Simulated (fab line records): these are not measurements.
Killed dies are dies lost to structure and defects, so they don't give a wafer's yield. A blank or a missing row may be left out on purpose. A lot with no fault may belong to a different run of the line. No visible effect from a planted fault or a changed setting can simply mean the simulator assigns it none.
A lot that was struck, set against a sound lot    flow gf180mcu    48 steps out of a route of 602
Sound: wafers L642.3, L642.5, L642.6. Wafers struck: L640.3, L640.4, L640.5. At the end, the cause is stated.
Each step with rows lists, per side, the tool, then ch with its chambers, then its first start. Under that, the readings that differ: sound wafers    struck wafers    difference of the means    sigmas: that difference in standard deviations of wafers without a fault.
alike: readings with means less than 2 such deviations apart, plus words and numbers identical on both sides. not compared: withheld readings, readings lacking a value on some wafer, bounds such as >300 that could conceal the same value, and numbers that have no deviation in the record and whose values overlap.
A row with sigmas, a row that says differs or no value, or rows on one side alone: a step with any of these is where the two part. Numbers that have no deviation but don't overlap get no sigmas and don't part them. Lack of a reading on every wafer of one side parts them only where that side has two or more wafers.

first, 1 step without rows for these wafers: GF_STI_OXIDATION_21 (stabilise 600 s, purge 300 s, target thk 15 nm).
GF_STI_THK_MEAS_22:
  sound on film_metro-02 at day 5 07:55; struck on film_metro-04 at day 4 22:19
  alike: STI_OXIDATION_01_THK
then, 1 step without rows for these wafers: GF_STI_CVD_23 (deposits SiO2, target thk 650 nm, time 108.3 s).
GF_STI_THK_MEAS_24:
  sound on film_metro-01 at day 5 08:03; struck on film_metro-04 at day 4 22:30
  alike: STI_CVD_23_THK
GF_STI_CMP_25: polishes, stops on Si3N4, t overpolish 33 s, target thk 524.6 nm.
  sound on cmp-01 ch 0,1,3, day 5 08:14; struck on cmp-01 ch 1,3, day 4 22:35
  alike: motor_current_A, overpolish_run_s, slurry_filter_dp_kPa, time_to_endpoint_s
then, 4 steps without rows for these wafers: GF_STI_WET_ETCH_26 (etches SiO2 in dHF, target depth 94 nm, time 188 s); GF_STI_WET_ETCH_27 (etches Si3N4 in H3PO4, target depth 160 nm, time 1825 s); GF_STI_WET_ETCH_28 (etches SiO2 in dHF, target depth 20 nm, time 40 s); GF_STI_OXIDATION_29 (stabilise 600 s, purge 300 s, target thk 10 nm).
GF_STI_THK_MEAS_30:
  sound on film_metro-02 at day 5 10:24; struck on film_metro-04 at day 5 01:01
  alike: STI_OXIDATION_02_THK
then, 2 steps without rows for these wafers: GF_DNWELL_DEHYDRATE_00 (time 60 s); GF_DNWELL_HMDS_01 (prime time 60 s).
GF_DNWELL_COAT_02: resist thk 3000 nm.
  sound on litho_track-01 ch 0, day 5 17:55; struck on litho_track-02, day 5 07:47
  no value came back on the struck wafers for chill_plate_temp_C (C), dispense_pressure_kPa (kPa); on the sound wafers chill_plate_temp_C (C) reads 23.17 23.22 23.15
then, 5 steps without rows for these wafers: GF_DNWELL_SOFTBAKE_03; GF_DNWELL_EXPOSE_04 (exposes mask DNWELL, target cd 1700 nm); GF_DNWELL_PEB_05; GF_DNWELL_DEVELOP_06 (develop time 60 s); GF_DNWELL_IMPLANT_07.
GF_DNWELL_STRIP_08: strips in O2/N2.
  sound on plasma_asher-03 ch 0,1, day 6 01:28; struck on plasma_asher-01 ch 0,1, day 5 15:41
  no value came back on the struck wafers for oes_product_au (a.u.), strip_time_to_endpoint_s (s); on the sound wafers oes_product_au (a.u.) reads 0.724 0.717 0.721
  alike: drypump_motor_current_A, heater_power_w
  not compared: rf_hours_counter_h
GF_DNWELL_TW_MEAS_09:
  sound on film_metro-04 at day 6 01:33; struck on film_metro-03 at day 5 15:46
reading    sound           struck          difference  sigmas
DNWELL_TW  1351 1356 1352  1338 1334 1331  -19         -2
then, 7 steps without rows for these wafers: GF_NWELL_DEHYDRATE_00 (time 60 s); GF_NWELL_HMDS_01 (prime time 60 s); GF_NWELL_COAT_02 (resist thk 3000 nm); GF_NWELL_SOFTBAKE_03; GF_NWELL_EXPOSE_04 (exposes mask Nwell, target cd 860 nm); GF_NWELL_PEB_05; GF_NWELL_DEVELOP_06 (develop time 60 s).
GF_NWELL_OVL_MEAS_07:
  sound on overlay-01 at day 6 16:47; struck on overlay-01 at day 6 06:19
  alike: NWELL_OVL
then, 2 steps without rows for these wafers: GF_NWELL_IMPLANT_08; GF_NWELL_IMPLANT_09.
GF_NWELL_STRIP_10: strips in O2/N2.
  sound on plasma_asher-02 ch 0,1, day 6 17:08; struck on plasma_asher-03 ch 0,1, day 6 06:40
  alike: drypump_motor_current_A, heater_power_w, oes_product_au, strip_time_to_endpoint_s
  not compared: rf_hours_counter_h
GF_NWELL_TW_MEAS_11:
  sound on film_metro-04 at day 6 17:14; struck on film_metro-04 at day 6 06:45
reading   sound           struck          difference  sigmas
NWELL_TW  1561 1565 1563  1832 1830 1828  +267        +28
then, 7 steps without rows for these wafers: GF_LVPWELL_DEHYDRATE_00 (time 60 s); GF_LVPWELL_HMDS_01 (prime time 60 s); GF_LVPWELL_COAT_02 (resist thk 3000 nm); GF_LVPWELL_SOFTBAKE_03; GF_LVPWELL_EXPOSE_04 (exposes mask LVPWELL, target cd 600 nm); GF_LVPWELL_PEB_05; GF_LVPWELL_DEVELOP_06 (develop time 60 s).
GF_LVPWELL_OVL_MEAS_07:
  sound on overlay-01 at day 7 09:10; struck on overlay-02 at day 6 21:35
reading           sound           struck       difference  sigmas
LVPWELL_OVL (nm)  -0.6 -0.6 -2.6  1.8 1.6 0.6  +2.6        +2
then, 2 steps without rows for these wafers: GF_LVPWELL_IMPLANT_08; GF_LVPWELL_IMPLANT_09.
GF_LVPWELL_TW_MEAS_11:
  sound on film_metro-04 at day 7 09:36; struck on film_metro-02 at day 6 22:02
reading     sound        struck          difference  sigmas
LVPWELL_TW  559 556 554  1383 1381 1381  +825        +99 or more
GF_MVSD_TW_MEAS_11:
  sound on film_metro-03 at day 8 01:26; struck on film_metro-04 at day 7 14:29
reading  sound           struck          difference  sigmas
MVSD_TW  1573 1567 1570  1830 1846 1832  +266        +27
GF_MVPSD_TW_MEAS_11:
  sound on film_metro-02 at day 8 18:04; struck on film_metro-02 at day 8 06:21
reading   sound              struck                difference  sigmas
MVPSD_TW  556.6 553.0 554.4  1384.1 1381.6 1382.0  +827.9      +99 or more
GF_VT_IMPLANT_TW_MEAS_10:
  sound on film_metro-01 at day 9 11:38; struck on film_metro-03 at day 8 23:05
reading        sound        struck          difference  sigmas
VT_IMPLANT_TW  569 564 567  1369 1367 1370  +802        +99 or more
GF_VT_IMPLANT_TW_MEAS_21:
  sound on film_metro-01 at day 10 05:07; struck on film_metro-01 at day 9 16:42
reading          sound           struck          difference  sigmas
VT_IMPLANT_2_TW  1219 1211 1224  1622 1611 1608  +396        +53
GF_VT_IMPLANT_TW_MEAS_32:
  sound on film_metro-01 at day 10 22:48; struck on film_metro-02 at day 10 10:17
reading          sound              struck                difference  sigmas
VT_IMPLANT_3_TW  271.8 270.0 268.9  1352.0 1347.7 1346.4  +1078.5     +99 or more

WHERE THEY PART
Earliest at GF_DNWELL_COAT_02; latest, in this record, at GF_VT_IMPLANT_TW_MEAS_32.

WHY: what the simulator had put in
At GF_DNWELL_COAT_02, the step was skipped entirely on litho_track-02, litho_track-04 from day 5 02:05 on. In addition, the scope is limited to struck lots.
